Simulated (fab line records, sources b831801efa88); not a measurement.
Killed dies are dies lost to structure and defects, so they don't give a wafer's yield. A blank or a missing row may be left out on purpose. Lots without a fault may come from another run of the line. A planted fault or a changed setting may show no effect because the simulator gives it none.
fab line records | flow sky130
record lots=6 wafers=18 last_day=50
route steps=708 shown SD_P@326 RES_XHIGH@332 SD_N@342 PAD_OPEN@708
lots that met no fault: from a run of the same line without faults
start_h: hours from the record's first day to the start of the lot's first wafer shown | wait_h: hours since the lot's step before | " the same as in the row above | L1.1+2: a row that stands for several wafers | - no value, or no start given | * or withheld: withheld | < > ~ a bound
route shown NAME@n: a module of which the file shows steps, and the number in the route of the first | usual: mean/standard deviation of fault-free wafers | same: alike in all rows | chamber/n: place in a boat | sites: the reading at each site | _std_site: their standard deviation | _edge_site: outer sites' mean less inner sites' | radius_mm: how far each site lies from the wafer's centre | mask NAME#n: copy n | behind: the tool/chamber that last shaped the wafer | hold: why the lot was held/for how many hours/how that ended | device: the transistor (n, p or np) that didn't switch | end of line: the same wafers' tests at the end of the route | a step without rows: its recipe alone | killed: dies lost to structure and defects at the first sort, not the wafer's yield | map: a wafer's dies, x killed, . not, _ none there
set.NAME: the setting as run; set.NAME@STEP: as run at that earlier step | model.NAME: the simulator's own value behind a step, which no gauge read
lots at some steps of the route; a table a step, a row a wafer
services: from which hour (start_h, from the record's first day; less than 0 if before it) a tool's chamber was out of use, for how many hours, and why
## steps
# step SKY_SD_P_DEVELOP_06
# recipe resist=NOVOLAK developer=TMAH develop_time_s=60 dev_temp_c=23
# step SKY_SD_P_CD_MEAS_07
# recipe target_cd_nm=380
# usual cd_nm=380.2/2.4
# columns lot.wafer tool chamber start_h wait_h cd_nm
L588.1 cd_sem-01 - 666.55 0.1 380.6
L588.2 " - " " 383.1
L588.6 " - " " 381.5
L590.2 cd_sem-01 - 689.18 0.1 380.7
L590.3 " - " " 383.0
L590.5 " - " " 381.1
L597.1 cd_sem-01 - 742.26 0.1 381.9
L597.2 " - " " 382.3
L597.4 " - " " 381.0
L598.1 cd_sem-02 - 749.41 0.1 380.6
L598.3 " - " " 383.2
L598.4 " - " " 382.1
L601.2 cd_sem-01 - 762.77 0.1 381.5
L601.4 " - " " 384.3
L601.6 " - " " 384.1
L602.3 cd_sem-02 - 776.85 0.1 377.3
L602.4 " - " " 378.4
L602.6 " - " " 378.3
# step SKY_SD_P_OVL_MEAS_08
# usual SD_P_OVL=-0.4/1.2
# columns lot.wafer tool chamber start_h wait_h SD_P_OVL[nm]
L588.1 overlay-01 - 666.67 0.1 1.1
L588.2 " - " " -2.2
L588.6 " - " " -0.3
L590.2 overlay-02 - 689.29 0.1 0.5
L590.3 " - " " -1.0
L590.5 " - " " 0.0
L597.1 overlay-01 - 742.38 0.1 -1.1
L597.2 " - " " -1.2
L597.4 " - " " -1.9
L598.1 overlay-01 - 749.53 0.1 2.0
L598.3 " - " " 2.6
L598.4 " - " " 0.7
L601.2 overlay-02 - 762.88 0.1 1.3
L601.4 " - " " 0.6
L601.6 " - " " 0.8
L602.3 overlay-01 - 776.94 0.1 -1.9
L602.4 " - " " 2.1
L602.6 " - " " 0.2
# step SKY_SD_P_IMPLANT_09
# recipe species=BF2 energy_kev=20 dose_cm2=3e+15 tilt_deg=0
# step SKY_SD_P_STRIP_10
# recipe chemistry=O2/N2 power_w=1400 pressure_mtorr=1500 platen_temp_c=withheld o2_flow_sccm=3000 n2_flow_sccm=300 overash_fraction=0.5
# usual drypump_motor_current_A=5.4/0.59 n2_flow_sccm=299.8/0.95 oes_product_au=0.617/0.0048 strip_time_to_endpoint_s=17.47/0.045
# columns lot.wafer tool chamber start_h wait_h drypump_motor_current_A n2_flow_sccm oes_product_au rf_hours_counter_h strip_time_to_endpoint_s
L588.1 plasma_asher-01 0 666.86 0.1 5.0 299.0 0.608 55 17.52
L588.2 " 1 " " 4.8 299.0 0.617 55 17.56
L588.6 " 0 " " 5.0 299.7 0.619 - 17.53
L590.2 plasma_asher-01 1 689.47 0.1 4.8 299.8 0.617 57 17.50
L590.3 " 0 " " 5.0 301.6 0.618 - 17.45
L590.5 " 1 " " 4.8 300.0 0.619 - 17.49
L597.1 plasma_asher-04 1 742.57 0.1 6.0 299.3 0.620 94 17.39
L597.2 " 0 " " 5.7 301.0 0.617 94 17.44
L597.4 " 0 " " 5.6 301.2 0.609 - 17.38
L598.1 plasma_asher-04 1 749.72 0.1 6.0 300.2 0.618 95 17.52
L598.3 " 0 " " 5.6 300.7 0.613 - 17.43
L598.4 " 1 " " 6.0 300.0 0.619 - 17.45
L601.2 plasma_asher-04 1 763.06 0.1 6.0 301.0 0.613 96 17.45
L601.4 " 1 " " 5.9 299.8 0.622 - 17.40
L601.6 " 1 " " 6.0 299.9 0.614 - 17.41
L602.3 plasma_asher-04 1 777.15 0.1 6.0 299.7 0.616 - 17.51
L602.4 " 0 " " 5.6 299.3 0.615 - 17.52
L602.6 " 0 " " 5.6 298.3 0.608 - 17.57
# step SKY_SD_P_TW_MEAS_11
# usual SD_P_TW=2811/26
# columns lot.wafer tool chamber start_h wait_h SD_P_TW
L588.1 film_metro-03 - 666.96 0.1 2857
L588.2 " - " " 2857
L588.6 " - " " 2857
L590.2 film_metro-04 - 689.58 0.1 2789
L590.3 " - " " 2784
L590.5 " - " " 2787
L597.1 film_metro-03 - 742.67 0.1 2829
L597.2 " - " " 2839
L597.4 " - " " 2843
L598.1 film_metro-04 - 749.82 0.1 2780
L598.3 " - " " 2780
L598.4 " - " " 2790
L601.2 film_metro-02 - 763.17 0.1 2813
L601.4 " - " " 2817
L601.6 " - " " 2810
L602.3 film_metro-02 - 777.24 0.1 2779
L602.4 " - " " 2789
L602.6 " - " " 2809
# step SKY_RES_XHIGH_DEHYDRATE_00
# recipe temp_c=200 time_s=60
# step SKY_RES_XHIGH_HMDS_01
# recipe prime_time_s=60 prime_temp_c=120
# step SKY_RES_XHIGH_COAT_02
# recipe resist=NOVOLAK spin_rpm=3000 resist_thk_nm=1140
# step SKY_RES_XHIGH_SOFTBAKE_03
# recipe temp_c=90 time_s=60 resist=NOVOLAK
# step SKY_RES_XHIGH_EXPOSE_04
# recipe mask_id=URPM na=0.6 source_shape=conventional sigma_outer=0.6 polarization=unpolarized target_cd_nm=1270 dose_mj=140
# step SKY_RES_XHIGH_PEB_05
# recipe temp_c=withheld time_s=* resist=NOVOLAK
# step SKY_RES_XHIGH_DEVELOP_06
# recipe resist=NOVOLAK developer=TMAH develop_time_s=60 dev_temp_c=23
# columns lot.wafer tool chamber start_h wait_h
L588.1+2+6 litho_track-02 0 694.88 0.1
L590.2+3+5 litho_track-02 0 717.35 0.1
L597.1+2+4 litho_track-01 0 769.54 0.1
L598.1+3+4 litho_track-02 0 776.43 0.1
L601.2+4+6 litho_track-04 0 788.73 0.1
L602.3+4+6 litho_track-02 0 803.43 0.1
# step SKY_RES_XHIGH_IMPLANT_07
# recipe species=BF2 energy_kev=20 dose_cm2=3.6e+14 tilt_deg=0
# step SKY_RES_XHIGH_STRIP_08
# recipe chemistry=O2/N2 power_w=1400 pressure_mtorr=1500 platen_temp_c=withheld o2_flow_sccm=3000 n2_flow_sccm=300 overash_fraction=0.5
# usual drypump_motor_current_A=5.5/0.66 n2_flow_sccm=300.0/0.97 oes_product_au=0.711/0.0043 strip_time_to_endpoint_s=14.27/0.043
# columns lot.wafer tool chamber start_h wait_h drypump_motor_current_A n2_flow_sccm oes_product_au rf_hours_counter_h strip_time_to_endpoint_s
L588.1 plasma_asher-01 1 695.18 0.1 4.8 300.5 0.714 57 14.23
L588.2 " 0 " " 5.0 298.5 0.707 57 14.27
L588.6 " 0 " " 5.0 299.0 0.710 - 14.22
L590.2 plasma_asher-03 0 717.63 0.1 5.4 300.1 0.708 104 14.28
L590.3 " 0 " " 5.4 300.1 0.709 - 14.25
L590.5 " 0 " " 5.4 300.3 0.719 - 14.29
L597.1 plasma_asher-01 1 769.84 0.1 4.8 303.2 0.708 66 14.30
L597.2 " 0 " " 5.0 299.0 0.702 66 14.30
L597.4 " 0 " " 5.0 300.1 0.716 - 14.33
L598.1 plasma_asher-01 1 776.73 0.1 4.8 301.7 0.710 67 14.27
L598.3 " 0 " " 5.0 299.1 0.710 - 14.26
L598.4 " 1 " " 4.8 300.5 0.706 - 14.28
L601.2 plasma_asher-03 1 789.01 0.1 6.4 298.6 0.707 6 14.27
L601.4 " 0 " " 5.4 299.2 0.711 - 14.29
L601.6 " 1 " " 6.4 299.5 0.710 - 14.26
L602.3 plasma_asher-01 1 803.71 0.1 4.8 301.7 0.712 - 14.28
L602.4 " 0 " " 5.0 298.1 0.707 - 14.27
L602.6 " 1 " " 4.8 300.4 0.710 - 14.26
# step SKY_RES_XHIGH_TW_MEAS_09
# usual RES_XHIGH_TW=1630/12
# columns lot.wafer tool chamber start_h wait_h RES_XHIGH_TW
L588.1 film_metro-02 - 695.28 0.1 30
L588.2 " - " " 1630
L588.6 " - " " 1628
L590.2 film_metro-04 - 717.74 0.1 1612
L590.3 " - " " 29
L590.5 " - " " 30
L597.1 film_metro-02 - 769.94 0.1 1625
L597.2 " - " " 1632
L597.4 " - " " 1627
L598.1 film_metro-03 - 776.83 0.1 1653
L598.3 " - " " 1645
L598.4 " - " " 1648
L601.2 film_metro-04 - 789.12 0.1 1626
L601.4 " - " " 1624
L601.6 " - " " 1627
L602.3 film_metro-03 - 803.80 0.1 1652
L602.4 " - " " 1646
L602.6 " - " " 1653
# step SKY_SD_N_DEHYDRATE_00
# recipe temp_c=200 time_s=60
# step SKY_PAD_OPEN_PROBE_99
# usual killed_at_M0_to_M3=43/7.7 killed_at_M4_up=3.1/1.7 killed_at_contacts=23/4.8 killed_at_front_end=15/4.5 killed_at_other=0.3/0.58 killed_dies=85/10 killed_on_rim=17/3.8 killed_open=46/7.5 killed_short=38/6.5
# same gross_dies=492 killed_at_back_side=0
# columns lot.wafer tool chamber start_h wait_h killed_at_M0_to_M3 killed_at_M4_up killed_at_contacts killed_at_front_end killed_at_other killed_dies killed_on_rim killed_open killed_short model.etest.res_xhigh_po.open
L588.1 prober-02 - 1129.50 0.1 40 3 30 17 402 492 96 44 46 1
L588.2 prober-02 - 1129.55 0.1 54 0 21 14 0 89 18 44 45 0
L588.6 prober-02 - 1129.75 0.2 43 5 18 15 2 83 16 40 42 0
L590.2 prober-01 - 1146.56 0.1 35 1 28 18 0 82 11 52 30 0
L590.3 prober-01 - 1146.61 0.2 40 5 23 15 409 492 96 45 38 1
L590.5 prober-01 - 1146.71 0.2 45 4 13 19 411 492 96 36 46 1
L597.1 prober-02 - 1182.95 0.1 44 4 21 20 1 90 15 50 40 0
L597.2 prober-02 - 1183.00 0.1 34 3 21 10 0 68 11 37 31 0
L597.4 prober-02 - 1183.10 0.2 46 2 22 17 1 88 18 47 41 0
L598.1 prober-01 - 1185.31 0.1 41 5 22 13 0 81 24 39 42 0
L598.3 prober-01 - 1185.41 0.2 45 7 23 9 0 84 12 52 31 0
L598.4 prober-01 - 1185.46 0.2 34 1 28 20 0 83 16 41 42 0
L601.2 prober-02 - 1193.67 0.1 41 6 29 8 0 84 20 52 32 0
L601.4 prober-02 - 1193.77 0.2 36 5 33 21 0 95 16 46 49 0
L601.6 prober-02 - 1193.87 0.2 59 6 22 10 1 98 20 53 44 0
L602.3 prober-01 - 1199.30 0.2 39 2 22 11 0 74 16 32 38 0
L602.4 prober-01 - 1199.35 0.2 34 3 28 15 1 81 17 47 31 0
L602.6 prober-01 - 1199.45 0.2 42 1 27 20 0 90 21 54 34 0
# killed by level:class
L588.1 RES_XHIGH:area_develop=402 METAL2:geometric_particle:short=11 CONTACT:geometric_particle:open=10 VIA2:geometric_particle:open=8 VIA1:geometric_particle:open=7 LI_CONTACT:geometric_particle:open=6 FIELD_ISO:geometric_particle:open=5 CONTACT:geometric_particle:short=5
L588.2 VIA1:geometric_particle:open=11 VIA1:geometric_particle:short=8 VIA2:geometric_particle:open=8 CONTACT:geometric_particle:open=6 CONTACT:geometric_particle:short=6 METAL2:geometric_particle:short=6 VIA3:geometric_particle:short=5 FIELD_ISO:geometric_particle:open=4
L588.6 VIA1:geometric_particle:open=13 VIA1:geometric_particle:short=5 METAL2:geometric_particle:short=5 METAL3:geometric_particle:short=5 POLY_GATE:geometric_particle:open=4 METAL1:geometric_particle:short=4 LI_CONTACT:geometric_particle:short=4 LOCAL_INTERCONNECT:geometric_particle:short=4
L590.2 LI_CONTACT:geometric_particle:open=11 CONTACT:geometric_particle:open=9 VIA1:geometric_particle:open=9 FIELD_ISO:geometric_particle:open=6 FIELD_ISO:geometric_particle:short=5 VIA3:geometric_particle:open=5 VIA1:geometric_particle:short=4 CONTACT:geometric_particle:short=4
L590.3 RES_XHIGH:area_develop=409 CONTACT:geometric_particle:open=10 VIA3:geometric_particle:open=8 VIA1:geometric_particle:open=7 METAL4:geometric_particle:short=5 FIELD_ISO:geometric_particle:open=4 LOCAL_INTERCONNECT:geometric_particle:short=4 CONTACT:geometric_particle:short=4
L590.5 RES_XHIGH:area_develop=410 METAL1:geometric_particle:short=11 VIA1:geometric_particle:open=10 VIA3:geometric_particle:open=6 POLY_GATE:geometric_particle:short=5 VIA2:geometric_particle:short=4 CONTACT:geometric_particle:open=4 CONTACT:geometric_particle:short=4
L597.1 VIA1:geometric_particle:open=12 CONTACT:geometric_particle:open=7 VIA3:geometric_particle:open=7 VIA2:geometric_particle:open=7 METAL1:geometric_particle:short=6 FIELD_ISO:geometric_particle:open=5 POLY_GATE:geometric_particle:short=5 LI_CONTACT:geometric_particle:open=5
L597.2 CONTACT:geometric_particle:open=6 VIA1:geometric_particle:open=6 METAL2:geometric_particle:short=6 LOCAL_INTERCONNECT:geometric_particle:short=5 VIA3:geometric_particle:open=5 LI_CONTACT:geometric_particle:open=4 CONTACT:geometric_particle:short=4 METAL1:geometric_particle:open=4
L597.4 CONTACT:geometric_particle:open=9 LI_CONTACT:geometric_particle:open=8 METAL1:geometric_particle:short=7 VIA1:geometric_particle:open=7 VIA1:geometric_particle:short=6 FIELD_ISO:geometric_particle:open=5 VIA2:geometric_particle:open=5 VIA2:geometric_particle:short=5
L598.1 VIA3:geometric_particle:open=12 LOCAL_INTERCONNECT:geometric_particle:short=7 CONTACT:geometric_particle:short=6 VIA1:geometric_particle:open=6 CONTACT:geometric_particle:open=5 METAL1:geometric_particle:short=5 FIELD_ISO:geometric_particle:open=4 LI_CONTACT:geometric_particle:open=4
L598.3 VIA1:geometric_particle:open=13 LI_CONTACT:geometric_particle:open=8 VIA2:geometric_particle:open=7 CONTACT:geometric_particle:open=6 METAL1:geometric_particle:short=6 LOCAL_INTERCONNECT:geometric_particle:short=5 VIA3:geometric_particle:short=5 FIELD_ISO:geometric_particle:open=4
L598.4 CONTACT:geometric_particle:open=11 METAL1:geometric_particle:short=7 LOCAL_INTERCONNECT:geometric_particle:short=6 VIA1:geometric_particle:short=6 VIA3:geometric_particle:open=6 FIELD_ISO:geometric_particle:open=5 LI_CONTACT:geometric_particle:open=5 SPACER:geometric_particle:short=4
L601.2 LI_CONTACT:geometric_particle:open=14 CONTACT:geometric_particle:open=8 METAL2:geometric_particle:short=8 VIA2:geometric_particle:open=8 VIA1:geometric_particle:open=6 VIA3:geometric_particle:open=4 CONTACT:geometric_particle:short=4 METAL1:geometric_particle:short=4
L601.4 CONTACT:geometric_particle:short=10 LI_CONTACT:geometric_particle:open=9 METAL2:geometric_particle:short=9 VIA1:geometric_particle:open=7 FIELD_ISO:geometric_particle:short=6 CONTACT:geometric_particle:open=6 VIA2:geometric_particle:open=6 FIELD_ISO:geometric_particle:open=5
L601.6 VIA1:geometric_particle:open=13 CONTACT:geometric_particle:open=10 METAL2:geometric_particle:short=10 VIA2:geometric_particle:open=9 VIA3:geometric_particle:open=7 LI_CONTACT:geometric_particle:open=6 METAL4:geometric_particle:short=5 VIA2:geometric_particle:short=4
L602.3 VIA1:geometric_particle:open=10 METAL1:geometric_particle:short=8 LI_CONTACT:geometric_particle:open=6 METAL3:geometric_particle:short=5 CONTACT:geometric_particle:open=5 LOCAL_INTERCONNECT:geometric_particle:short=4 FIELD_ISO:geometric_particle:short=3 CONTACT:geometric_particle:short=3
L602.4 VIA1:geometric_particle:open=11 LI_CONTACT:geometric_particle:open=10 CONTACT:geometric_particle:open=9 METAL1:geometric_particle:short=6 LOCAL_INTERCONNECT:geometric_particle:short=5 FIELD_ISO:geometric_particle:open=4 FIELD_ISO:geometric_particle:short=3 VIA3:geometric_particle:short=3
L602.6 CONTACT:geometric_particle:open=11 VIA1:geometric_particle:open=10 FIELD_ISO:geometric_particle:open=8 LOCAL_INTERCONNECT:geometric_particle:short=6 METAL1:geometric_particle:short=6 VIA2:geometric_particle:open=6 FIELD_ISO:geometric_particle:short=5 CONTACT:geometric_particle:short=5
# map L588.1 (x killed, . not)
__________xxxxxxxxxx_________
________xxxxxxxxxxxxxx_______
______xxxxxxxxxxxxxxxxxx_____
_____xxxxxxxxxxxxxxxxxxxx____
____xxxxxxxxxxxxxxxxxxxxxx___
___xxxxxxxxxxxxxxxxxxxxxxxx__
__xxxxxxxxxxxxxxxxxxxxxxxxxx_
_xxxxxxxxxxxxxxxxxxxxxxxxxxxx
_xxxxxxxxxxxxxxxxxxxxxxxxxxxx
_xxxxxxxxxxxxxxxxxxxxxxxxxxxx
_xxxxxxxxxxxxxxxxxxxxxxxxxxxx
_xxxxxxxxxxxxxxxxxxxxxxxxxxxx
_xxxxxxxxxxxxxxxxxxxxxxxxxxxx
_xxxxxxxxxxxxxxxxxxxxxxxxxxxx
_xxxxxxxxxxxxxxxxxxxxxxxxxxxx
__xxxxxxxxxxxxxxxxxxxxxxxxxx_
___xxxxxxxxxxxxxxxxxxxxxxxx__
____xxxxxxxxxxxxxxxxxxxxxx___
_____xxxxxxxxxxxxxxxxxxxx____
______xxxxxxxxxxxxxxxxxx_____
________xxxxxxxxxxxxxx_______
__________xxxxxxxxxx_________
# map L590.3 (x killed, . not)
__________xxxxxxxxxx_________
________xxxxxxxxxxxxxx_______
______xxxxxxxxxxxxxxxxxx_____
_____xxxxxxxxxxxxxxxxxxxx____
____xxxxxxxxxxxxxxxxxxxxxx___
___xxxxxxxxxxxxxxxxxxxxxxxx__
__xxxxxxxxxxxxxxxxxxxxxxxxxx_
_xxxxxxxxxxxxxxxxxxxxxxxxxxxx
_xxxxxxxxxxxxxxxxxxxxxxxxxxxx
_xxxxxxxxxxxxxxxxxxxxxxxxxxxx
_xxxxxxxxxxxxxxxxxxxxxxxxxxxx
_xxxxxxxxxxxxxxxxxxxxxxxxxxxx
_xxxxxxxxxxxxxxxxxxxxxxxxxxxx
_xxxxxxxxxxxxxxxxxxxxxxxxxxxx
_xxxxxxxxxxxxxxxxxxxxxxxxxxxx
__xxxxxxxxxxxxxxxxxxxxxxxxxx_
___xxxxxxxxxxxxxxxxxxxxxxxx__
____xxxxxxxxxxxxxxxxxxxxxx___
_____xxxxxxxxxxxxxxxxxxxx____
______xxxxxxxxxxxxxxxxxx_____
________xxxxxxxxxxxxxx_______
__________xxxxxxxxxx_________
## services
# columns tool chamber start_h hours kind
plasma_asher-01 - 676.49 2.8 pm
plasma_asher-01 - 690.03 4.9 repair
plasma_asher-01 - 708.49 2.0 repair
plasma_asher-04 - 714.13 0.5 repair
plasma_asher-03 - 733.75 9.0 pm
plasma_asher-03 0 733.75 9.0 vent_cycle
plasma_asher-03 1 733.75 9.0 vent_cycle
plasma_asher-03 0 742.75 - clean
plasma_asher-03 1 742.75 - clean
## key
first_sign step=SKY_RES_XHIGH_TW_MEAS_09 reading=RES_XHIGH_TW direction=down sigmas=99+ usual=1630 struck=30
effect step=SKY_PAD_OPEN_PROBE_99 reading=killed_at_other direction=up sigmas=99+ usual=0.3 struck=407.3
model_effect step=SKY_PAD_OPEN_PROBE_99 value=etest.res_xhigh_po.open without=0 struck=1
more_kills_born_at SKY_RES_XHIGH_DEVELOP_06@litho_track-02=1221
met_at SKY_RES_XHIGH_DEVELOP_06
struck_wafers L588.1,L590.3,L590.5
tester_left_out L588,L590
fault kind=process_parameter_drift tool=litho_track-02 chamber=- onset_h=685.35 steps=SKY_RES_XHIGH_DEVELOP_06 channel=develop_time_s offset=* shape=step end_h=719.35 scope=struck_wafers_only acts_in=* stated=*
# tester_left_out: of these lots the tester's yield and bins aren't shown, on N5 and GAA mostly nor the transistor test; their killed dies are dies lost to structure and defects alone, not to doping, threshold or leakage, so they don't give the yield
